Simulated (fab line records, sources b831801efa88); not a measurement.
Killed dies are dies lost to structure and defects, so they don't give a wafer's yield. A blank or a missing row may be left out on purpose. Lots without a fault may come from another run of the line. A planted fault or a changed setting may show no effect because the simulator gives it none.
Which tool did it? | flow gf180mcu | 13 lots, 36 wafers sampled, at 6 steps of a route of 602

WHAT THE GAUGES READ, wafer by wafer
GF_STI_THK_MEAS_22.
lot  | measured    | on            | STI_OXIDATION_01_THK (nm)
L543 | day 2 05:32 | film_metro-03 | 15.38 15.44 15.13
L544 | day 2 08:52 | film_metro-01 | 15.40 15.70 15.64
L545 | day 2 13:56 | film_metro-03 | 15.04 14.91 15.08
L546 | day 2 19:06 | film_metro-04 | 15.05 15.12 15.04
L547 | day 2 23:25 | film_metro-01 | 14.94 15.15 15.27
L548 | day 3 06:42 | film_metro-03 | 14.89 14.68 14.90
L549 | day 3 11:03 | film_metro-03 | 14.99 15.00 14.84
L550 | day 3 15:38 | film_metro-03 | 14.78 14.82 15.01
L554 | day 4 15:19 | film_metro-04 | 14.98 15.22
L556 | day 5 01:58 | film_metro-03 | 15.20 15.22
L557 | day 5 07:31 | film_metro-03 | 15.10 15.02
L562 | day 6 07:38 | film_metro-03 | 15.41 15.52 15.30
L563 | day 6 11:50 | film_metro-01 | 15.22 15.27 15.33

GF_NWELL_OVL_MEAS_07.
lot  | measured    | on         | NWELL_OVL (nm)
L543 | day 3 09:10 | overlay-01 | 0.7 -0.8 1.7
L544 | day 3 11:52 | overlay-02 | 1.6 2.2 1.8
L545 | day 3 17:34 | overlay-02 | 1.6 1.6 3.3
L546 | day 4 00:28 | overlay-01 | -0.2 1.0 0.8
L547 | day 4 04:22 | overlay-01 | 0.1 1.1 1.0
L548 | day 4 12:11 | overlay-02 | -1.8 -2.4 -3.7
L549 | day 4 16:00 | overlay-01 | 1.4 2.1 2.4
L550 | day 4 20:43 | overlay-02 | -0.5 -1.2 0.0
L554 | day 6 00:58 | overlay-01 | -2.1 -0.9
L556 | day 6 11:08 | overlay-02 | 2.1 1.4
L557 | day 6 14:48 | overlay-02 | -0.1 2.3
L562 | day 7 18:13 | overlay-01 | 1.4 0.6 0.1
L563 | day 7 20:45 | overlay-02 | 0.5 -0.5 1.9

GF_MVSD_TW_MEAS_11.
lot  | measured    | on            | MVSD_TW
L543 | day 4 12:16 | film_metro-04 | 1564 1558 1564
L544 | day 4 15:49 | film_metro-02 | 1586 1590 1584
L545 | day 4 21:10 | film_metro-04 | 1566 1568 1573
L546 | day 5 03:59 | film_metro-01 | 1598 1608 1598
L547 | day 5 07:59 | film_metro-04 | 1565 1558 1572
L548 | day 5 15:51 | film_metro-04 | 1564 1570 1571
L549 | day 5 19:35 | film_metro-02 | 1579 1578 1575
L550 | day 6 01:37 | film_metro-02 | 1583 1573 1581
L554 | day 7 09:10 | film_metro-04 | 1561 1664
L556 | day 7 18:58 | film_metro-02 | 1678 1676
L557 | day 7 22:35 | film_metro-01 | 1587 1688
L562 | day 9 04:02 | film_metro-04 | 1563 1572 1561
L563 | day 9 05:49 | film_metro-02 | 1569 1576 1574

GF_VT_IMPLANT_RS_MEAS_46: measures by four-point-probe.
lot  | measured     | on            | MVSD_RS (ohm/sq)
L543 | day 7 12:23  | film_metro-04 | 455.5 455.7 456.1
L544 | day 7 18:07  | film_metro-04 | 454.5 453.9 452.8
L545 | day 8 01:40  | film_metro-04 | 457.4 455.8 455.8
L546 | day 8 07:22  | film_metro-01 | 457.0 457.6 456.8
L547 | day 8 11:13  | film_metro-04 | 456.5 455.9 455.9
L548 | day 8 21:47  | film_metro-01 | 454.8 455.3 455.1
L549 | day 9 03:12  | film_metro-01 | 458.2 456.7 457.9
L550 | day 9 10:23  | film_metro-01 | 457.2 457.6 457.1
L554 | day 10 21:59 | film_metro-01 | 458.1 411.0
L556 | day 11 10:10 | film_metro-02 | 411.5 412.3
L557 | day 11 12:15 | film_metro-04 | 458.3 409.8
L562 | day 12 23:19 | film_metro-02 | 459.6 459.5 459.3
L563 | day 13 03:07 | film_metro-01 | 455.1 456.1 455.8

WHICH TOOL RAN EACH LOT (tool, then ch and the chambers of the sampled wafers, then the start)
lot  | GF_MVSD_IMPLANT_08             | GF_MVSD_STRIP_10
L543 | implanter-02 ch 0, day 4 11:53 | plasma_asher-03 ch 0,1, day 4 12:10
L544 | implanter-03 ch 0, day 4 15:25 | plasma_asher-02 ch 0,1, day 4 15:43
L545 | implanter-01 ch 0, day 4 20:46 | plasma_asher-03 ch 0,1, day 4 21:04
L546 | implanter-03 ch 0, day 5 03:37 | plasma_asher-04 ch 0, day 5 03:53
L547 | implanter-03 ch 0, day 5 07:35 | plasma_asher-02 ch 0,1, day 5 07:53
L548 | implanter-02 ch 0, day 5 15:28 | plasma_asher-02 ch 0,1, day 5 15:44
L549 | implanter-03 ch 0, day 5 19:11 | plasma_asher-02 ch 0,1, day 5 19:29
L550 | implanter-01 ch 0, day 6 01:14 | plasma_asher-02 ch 0,1, day 6 01:31
L554 | implanter-03 ch 0, day 7 08:47 | plasma_asher-03 ch 0, day 7 09:04
L556 | implanter-03 ch 0, day 7 18:37 | plasma_asher-02 ch 0,1, day 7 18:52
L557 | implanter-03 ch 0, day 7 22:11 | plasma_asher-03 ch 1, day 7 22:29
L562 | implanter-02 ch 0, day 9 03:38 | plasma_asher-04 ch 0,1, day 9 03:56
L563 | implanter-01 ch 0, day 9 05:25 | plasma_asher-04 ch 0,1, day 9 05:43
- GF_MVSD_IMPLANT_08
- GF_MVSD_STRIP_10: strips in O2/N2.

WHAT THE TOOLS THEMSELVES READ (means of the sampled wafers that have a number; where no wafer has one, the mark that the record gives instead)
GF_MVSD_IMPLANT_08.
lot  | tool         | beam_on_s (s) | faraday_current_uA
L543 | implanter-02 | 10.13         | 89.1
L544 | implanter-03 | 10.10         | 89.4
L545 | implanter-01 | 9.89          | 91.4
L546 | implanter-03 | 9.85          | 91.3
L547 | implanter-03 | 9.86          | 91.4
L548 | implanter-02 | 9.78          | 92.1
L549 | implanter-03 | 10.08         | 89.6
L550 | implanter-01 | 10.02         | 90.1
L554 | implanter-03 | 11.14         | 82.2
L556 | implanter-03 | 12.16         | 74.1
L557 | implanter-03 | 11.19         | 81.9
L562 | implanter-02 | 10.02         | 90.1
L563 | implanter-01 | 9.96          | 90.6

GF_MVSD_STRIP_10.
lot  | tool            | drypump_motor_current_A (A) | heater_power_w (W) | oes_product_au (a.u.) | strip_time_to_endpoint_s (s)
L543 | plasma_asher-03 | 6.12                        | 350                | 0.720                 | 36.97
L544 | plasma_asher-02 | 5.96                        | 304                | 0.725                 | 37.06
L545 | plasma_asher-03 | 6.12                        | 344                | 0.722                 | 36.89
L546 | plasma_asher-04 | 5.97                        | 292                | 0.726                 | 36.96
L547 | plasma_asher-02 | 6.02                        | 311                | 0.721                 | 36.85
L548 | plasma_asher-02 | 5.99                        | 313                | 0.719                 | 36.97
L549 | plasma_asher-02 | 5.75                        | 320                | 0.726                 | 37.04
L550 | plasma_asher-02 | 6.00                        | 308                | 0.723                 | 36.87
L554 | plasma_asher-03 | 6.12                        | 366                | 0.719                 | 36.89
L556 | plasma_asher-02 | 5.85                        | 314                | 0.718                 | 36.91
L557 | plasma_asher-03 | 6.14                        | 340                | 0.720                 | 36.94
L562 | plasma_asher-04 | 6.10                        | 276                | 0.719                 | 36.97
L563 | plasma_asher-04 | 6.12                        | 275                | 0.727                 | 36.97

THE ANSWER, worked out from the rows above alone
Rule: what is usual is taken from the lots themselves. Put in order of their means at a reading, lots are off if they are a third of the lots or fewer, leave a main group of 4 or more, and stand apart from it by a gap of 3 or more times the standard deviation of the main group's means; of several such gaps the widest counts. A main group whose means are all the same, to the digits that the tables above print for the reading, isn't used. A lot without any number at a reading at which 4 lots or more have one is off too. The other lots that the step has rows for count as sound. The gauges are gone through in route order, then the tools' own readings, and for those a lot's mean is taken as printed above. The first step at which some lot is off is used, and at that step the reading that is off furthest; a lot without a number counts as furthest.
Off: L554, L556, L557, at GF_VT_IMPLANT_RS_MEAS_46 (MVSD_RS). The main group: mean 456.4 ohm/sq, standard deviation 1.5.
A tool fits if, at a process step before that reading, it ran every lot that is off, and no sound lot after the first of them. The gauges at GF_VT_IMPLANT_RS_MEAS_46 aren't tried: what is off there is off at GF_MVSD_IMPLANT_08 too, on other tools, and a gauge's error can't cause that. One fits: implanter-03 at GF_MVSD_IMPLANT_08. Its last sound lot is L549 (day 5 19:11), its first lot that is off L554 (day 7 08:47): a fault that began between those two fits.
The tool's own readings at GF_MVSD_IMPLANT_08 bear it out: on the lots that are off they differ by more than 5 times the standard deviation of the sound lots' means. beam_on_s reads 11.50 s there against 9.97 s on the sound lots; faraday_current_uA reads 79.4 there against 90.5 on the sound lots.

WHAT THE SIMULATOR HAD PUT IN
Process parameter drift: implanter-03, from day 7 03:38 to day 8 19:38, at GF_MVSD_IMPLANT_08. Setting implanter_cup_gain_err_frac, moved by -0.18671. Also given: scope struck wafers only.
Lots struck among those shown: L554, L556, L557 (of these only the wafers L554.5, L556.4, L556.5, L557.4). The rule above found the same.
